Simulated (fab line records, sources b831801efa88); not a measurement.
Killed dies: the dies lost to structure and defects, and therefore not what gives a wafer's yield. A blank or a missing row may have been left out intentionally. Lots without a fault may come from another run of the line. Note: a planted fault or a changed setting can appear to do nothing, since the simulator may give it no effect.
Comparing a struck lot with a sound one :: flow sfqLine :: 15 out of 325 route steps
Sound: wafers L170.1, L170.2, L170.4. Struck: wafer L176.5. (L176.1, L176.3 of the same lot were not struck and are left out.) The cause comes at the end.
Each step with rows lists, per side, the tool, then ch with its chambers, then its first start. Under that, the readings that differ: sound wafers :: struck wafers :: difference of the means :: sigmas: that difference in standard deviations of wafers without a fault.
alike: words and numbers the same on both sides, and readings whose means are apart by under 2 such deviations; not compared: readings that were withheld, readings missing a value for some wafer, numbers with overlapping values and no deviation given by the record, and bounds like >300 which may hide the same value.
Wherever a step has rows on one side only, a row that says differs or no value, or a row with sigmas, the two part there. When numbers do not overlap yet have no deviation, they are printed without sigmas and do not part them. Lack of a reading on every wafer of one side parts them only where that side has two or more wafers.

SFQ_I5_OVL_MEAS_936:
  sound: overlay-01 at day 67 05:38; struck: overlay-02 at day 68 15:22
  alike: I5_OVL
SFQ_TRILAYER_I5_BARC_OPEN_VIA_ETCH_200: etches BARC in O2, target depth 125 nm, time 41.7 s.
  sound on rieDiel-01 ch 0,1,3, day 67 05:40; struck on rieDiel-03 ch 1, day 68 15:23
  alike: drypumpMotorCurrentA, oesProductAu
  not compared: rfHoursCounterH
SFQ_TRILAYER_I5_ETCH_VIA_ETCH_147: etches the open film in CHF3, stops on Nb, target depth 360 nm.
  sound on rieDiel-01 ch 0,1,3, day 67 05:43; struck on rieDiel-03 ch 1, day 68 15:26
  alike: drypumpMotorCurrentA, oesProductAu
SFQ_TRILAYER_I5_STRIP_STRIP_148: strips in O2.
  sound on rieMetal-01 ch 0,1, day 67 05:52; struck on rieMetal-02 ch 0, day 68 15:35
  alike: drypumpMotorCurrentA, oesProductAu, platenTempC
  not compared: rfHoursCounterH
then, 7 steps without rows for these wafers: SFQ_TRILAYER_I5_STRIP_SOLV_CLEAN_149 (cleans in NMP, time 600 s); SFQ_TRILAYER_C5_LITHO_COAT_156 (resist thk 62 nm); SFQ_TRILAYER_C5_LITHO_COAT_151 (resist thk 650 nm); SFQ_TRILAYER_C5_LITHO_SOFTBAKE_155; SFQ_TRILAYER_C5_LITHO_EXPOSE_152 (exposes mask C5, target cd 500 nm); SFQ_TRILAYER_C5_LITHO_PEB_154 (peb time 60 s); SFQ_TRILAYER_C5_LITHO_DEVELOP_153 (time 60 s).
-- the record jumps here: 4 days lie between the struck wafers' starts before and after --
SFQ_C5_OVL_MEAS_937:
  sound: overlay-02 at day 71 13:50; struck: overlay-01 at day 72 21:43
  alike: C5_OVL
SFQ_TRILAYER_C5_BARC_OPEN_VIA_ETCH_210: etches BARC in O2, target depth 125 nm, time 41.7 s.
  sound on rieDiel-03 ch 0,1,2, day 71 13:52; struck on rieDiel-01 ch 3, day 72 21:45
reading: oesProductAu (a.u.)
sound: 0.680 0.673 0.682
struck: 0.689
difference: +0.011
sigmas: +2

reading: model.KrF_of_TRILAYER_C5_LITHO_COAT_151.thkNm (nm)
sound: 571.7 571.3 572.7
struck: 549.8
difference: -22.1
sigmas: 
  alike: drypumpMotorCurrentA
  not compared: rfHoursCounterH, model.SiO2_of_TRILAYER_A5C_DEP_PECVD_142.thkNm
SFQ_TRILAYER_C5_ETCH_VIA_ETCH_154: etches SiO2 in CHF3, stops on Nb, target depth 84 nm.
  sound on rieDiel-03 ch 0,1,2, day 71 13:55; struck on rieDiel-01 ch 3, day 72 21:47
reading: model.KrF_of_TRILAYER_C5_LITHO_COAT_151.thkNm (nm)
sound: 557.1 556.7 558
struck: 535.6
difference: -21.7
sigmas: 
  alike: drypumpMotorCurrentA, oesProductAu
SFQ_TRILAYER_C5_STRIP_STRIP_155: strips in O2.
  sound on rieMetal-03 ch 0,1, day 71 13:57; struck on rieMetal-02 ch 1, day 72 21:50
  alike: drypumpMotorCurrentA, oesProductAu, platenTempC
  not compared: rfHoursCounterH

WHERE THEY PART
Within this record, at SFQ_TRILAYER_C5_BARC_OPEN_VIA_ETCH_210 only. Later steps at which nothing parts them and some readings are alike: SFQ_TRILAYER_C5_ETCH_VIA_ETCH_154, SFQ_TRILAYER_C5_STRIP_STRIP_155.

WHY: the cause the simulator had injected
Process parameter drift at SFQ_TRILAYER_C5_BARC_OPEN_VIA_ETCH_210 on rieDiel-01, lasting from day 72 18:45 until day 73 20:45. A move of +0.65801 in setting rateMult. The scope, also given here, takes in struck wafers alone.
